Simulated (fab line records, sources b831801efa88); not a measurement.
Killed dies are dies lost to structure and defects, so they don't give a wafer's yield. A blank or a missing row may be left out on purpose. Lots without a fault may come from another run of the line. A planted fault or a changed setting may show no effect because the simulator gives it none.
Which tool did it? | flow gf180mcu | 12 lots, 36 wafers sampled, at 6 steps of a route of 602

WHAT THE GAUGES READ, wafer by wafer
GF_CONTACT_BOW_MEAS_05. Usual: CONTACT_BOW 65 um, standard deviation 6.6.
lot  | measured     | on            | CONTACT_BOW (um) | flag
L253 | day 15 07:42 | film_metro-04 | 70 79 66         |
L255 | day 15 22:52 | film_metro-02 | 72 72 60         |
L258 | day 17 06:14 | film_metro-02 | 65 69 69         |
L260 | day 17 16:32 | film_metro-01 | 49 64 62         |
L261 | day 17 22:33 | film_metro-01 | 65 67 57         |
L262 | day 18 11:38 | film_metro-04 | 77 69 66         |
L263 | day 19 03:50 | film_metro-01 | 66 65 66         |
L264 | day 19 08:20 | film_metro-01 | 70 49 72         |
L266 | day 20 00:21 | film_metro-02 | 69 64 72         |
L268 | day 20 18:01 | film_metro-04 | 66 60 68         |
L275 | day 22 19:47 | film_metro-01 | 75 67 64         |
L276 | day 23 04:55 | film_metro-04 | 74 66 53         |

GF_CONTACT_RS_MEAS_25: measures by four-point-probe. Usual: CONTACT_W_RS 0.385 ohm/sq, standard deviation 0.006.
lot  | measured     | on            | CONTACT_W_RS (ohm/sq) | flag
L253 | day 16 06:23 | film_metro-01 | 0.378 0.377 0.388     |
L255 | day 16 22:17 | film_metro-01 | 0.379 0.388 0.387     |
L258 | day 18 06:41 | film_metro-04 | 0.377 0.383 0.385     |
L260 | day 18 16:59 | film_metro-04 | 0.385 0.384 0.383     |
L261 | day 18 22:53 | film_metro-02 | 0.383 0.384 0.386     |
L262 | day 19 13:14 | film_metro-01 | 0.386 0.386 0.380     |
L263 | day 20 05:10 | film_metro-02 | 0.383 0.377 0.387     |
L264 | day 20 09:23 | film_metro-02 | 0.376 0.377 0.383     |
L266 | day 21 00:44 | film_metro-01 | 0.390 0.386 0.388     |
L268 | day 21 18:50 | film_metro-01 | 0.385 0.387 0.390     |
L275 | day 23 19:19 | film_metro-02 | 0.377 0.382 0.375     |
L276 | day 24 04:25 | film_metro-01 | 0.381 0.388 0.391     |

GF_M1_RS_MEAS_05: measures by four-point-probe. Usual: M1_ALCU_RS 0.0696 ohm/sq, standard deviation 0.00077.
lot  | measured     | on            | M1_ALCU_RS (ohm/sq)  | flag
L253 | day 16 07:05 | film_metro-03 | 0.0685 0.0691 0.0696 |
L255 | day 16 22:59 | film_metro-03 | 0.0685 0.0692 0.0691 |
L258 | day 18 07:34 | film_metro-02 | 0.0707 0.0691 0.0707 |
L260 | day 18 17:41 | film_metro-01 | 0.0694 0.0692 0.0687 |
L261 | day 18 23:35 | film_metro-02 | 0.0707 0.0713 0.0706 |
L262 | day 19 13:56 | film_metro-01 | 0.0693 0.0698 0.0694 |
L263 | day 20 05:55 | film_metro-01 | 0.0705 0.0709 0.0706 |
L264 | day 20 10:05 | film_metro-03 | 0.0694 0.0689 0.0685 |
L266 | day 21 01:26 | film_metro-03 | 0.0608 0.0606 0.0611 | OFF
L268 | day 21 19:33 | film_metro-03 | 0.0609 0.0608 0.0612 | OFF
L275 | day 23 20:01 | film_metro-03 | 0.0701 0.0690 0.0689 |
L276 | day 24 05:07 | film_metro-03 | 0.0698 0.0703 0.0691 |

GF_M1_THK_MEAS_06: measures by xrf. Usual: M1_ALCU_THK 444 nm, standard deviation 5.6.
lot  | measured     | on            | M1_ALCU_THK (nm) | flag
L253 | day 16 07:11 | film_metro-03 | 446 445 442      |
L255 | day 16 23:06 | film_metro-03 | 446 443 443      |
L258 | day 18 07:40 | film_metro-02 | 438 447 440      |
L260 | day 18 17:49 | film_metro-01 | 446 452 455      |
L261 | day 18 23:42 | film_metro-02 | 439 435 438      |
L262 | day 19 14:04 | film_metro-01 | 448 446 446      |
L263 | day 20 06:02 | film_metro-01 | 439 436 438      |
L264 | day 20 10:10 | film_metro-03 | 445 448 450      |
L266 | day 21 01:32 | film_metro-03 | 505 508 507      | OFF
L268 | day 21 19:40 | film_metro-03 | 506 506 500      | OFF
L275 | day 23 20:08 | film_metro-03 | 441 446 447      |
L276 | day 24 05:12 | film_metro-03 | 442 438 445      |

WHICH TOOL RAN EACH LOT (tool, then ch and the chambers of the sampled wafers, then the start)
lot  | GF_CONTACT_ETCH_17                            | GF_M1_SPUTTER_02
L253 | rie_diel-03 ch 2,3, day 16 06:23 or earlier   | pvd_sputter-02, day 16 06:58
L255 | rie_diel-03 ch 1,2,3, day 16 22:17 or earlier | pvd_sputter-04, day 16 22:53
L258 | rie_diel-02 ch 1,2, day 18 06:41 or earlier   | pvd_sputter-02, day 18 07:27
L260 | rie_diel-02 ch 1,2, day 18 16:59 or earlier   | pvd_sputter-02, day 18 17:36
L261 | rie_diel-01 ch 0,2,3, day 18 22:53 or earlier | pvd_sputter-04, day 18 23:29
L262 | rie_diel-03 ch 0,2,3, day 19 13:14 or earlier | pvd_sputter-04, day 19 13:51
L263 | rie_diel-03 ch 0,3, day 20 05:10 or earlier   | pvd_sputter-02, day 20 05:49
L264 | rie_diel-03 ch 2,3, day 20 09:23 or earlier   | pvd_sputter-02, day 20 09:57
L266 | rie_diel-03 ch 0,3, day 21 00:44 or earlier   | pvd_sputter-04, day 21 01:19
L268 | rie_diel-01 ch 1,2, day 21 18:50 or earlier   | pvd_sputter-04, day 21 19:28
L275 | rie_diel-01 ch 0,2,3, day 23 19:19 or earlier | pvd_sputter-02, day 23 19:55
L276 | rie_diel-03 ch 2,3, day 24 04:25 or earlier   | pvd_sputter-04, day 24 04:58
- GF_CONTACT_ETCH_17: etches SiO2 in C4F8/O2/Ar, stops on CoSi2, target depth 860 nm.
- GF_M1_SPUTTER_02: material AlCu, target thk 450 nm, time 23.9 s.

WHAT THE TOOLS THEMSELVES READ (means of the sampled wafers that have a number; where no wafer has one, the mark that the record gives instead)
GF_CONTACT_ETCH_17. Usual: oes_product_au 0.815 a.u., standard deviation 0.0046.
lot  | tool        | oes_product_au (a.u.) | flag
L253 | rie_diel-03 | 0.815                 |
L255 | rie_diel-03 | 0.812                 |
L258 | rie_diel-02 | 0.820                 |
L260 | rie_diel-02 | 0.821                 |
L261 | rie_diel-01 | 0.814                 |
L262 | rie_diel-03 | 0.809                 |
L263 | rie_diel-03 | 0.820                 |
L264 | rie_diel-03 | 0.815                 |
L266 | rie_diel-03 | 0.812                 |
L268 | rie_diel-01 | 0.817                 |
L275 | rie_diel-01 | 0.814                 |
L276 | rie_diel-03 | 0.815                 |

GF_M1_SPUTTER_02. Usual: cathode_dc_power_W 10600 W, standard deviation 2; throttle_valve_pct 29.9 %, standard deviation 0.91.
lot  | tool           | cathode_dc_power_W (W) | throttle_valve_pct (%) | flag
L253 | pvd_sputter-02 | 10600                  | 29.8                   |
L255 | pvd_sputter-04 | 10600                  | 28.8                   |
L258 | pvd_sputter-02 | 10599                  | 29.7                   |
L260 | pvd_sputter-02 | 10600                  | 29.5                   |
L261 | pvd_sputter-04 | 10599                  | 29.8                   |
L262 | pvd_sputter-04 | 10600                  | 29.2                   |
L263 | pvd_sputter-02 | 10601                  | 29.8                   |
L264 | pvd_sputter-02 | 10599                  | 30.2                   |
L266 | pvd_sputter-04 | 12216                  | 29.7                   | OFF
L268 | pvd_sputter-04 | 12216                  | 30.2                   | OFF
L275 | pvd_sputter-02 | 10601                  | 30.1                   |
L276 | pvd_sputter-04 | 10599                  | 29.5                   |

THE ANSWER, worked out from the rows above alone
Rule: a lot is off if the mean of its wafers that have a number lies more than 3 standard deviations from the usual mean. A lot without any number at a reading at which 4 lots or more have one is off too. The other lots that the step has rows for count as sound. The gauges are gone through in route order, then the tools' own readings, and for those a lot's mean is taken as printed above. The first step at which some lot is off is used, and at that step the reading that is off furthest; a lot without a number counts as furthest.
Off: L266, L268, at GF_M1_RS_MEAS_05 (M1_ALCU_RS).
A tool fits if, at a process step before that reading, it ran every lot that is off, and no sound lot after the first of them. The gauges at GF_M1_RS_MEAS_05 aren't tried: what is off there is off at GF_M1_SPUTTER_02 too, on other tools, and a gauge's error can't cause that. GF_CONTACT_ETCH_17 gives no start for some lots, so the hours and the order of its lots are those of GF_CONTACT_RS_MEAS_25. None of those tried fits.

WHAT THE SIMULATOR HAD PUT IN
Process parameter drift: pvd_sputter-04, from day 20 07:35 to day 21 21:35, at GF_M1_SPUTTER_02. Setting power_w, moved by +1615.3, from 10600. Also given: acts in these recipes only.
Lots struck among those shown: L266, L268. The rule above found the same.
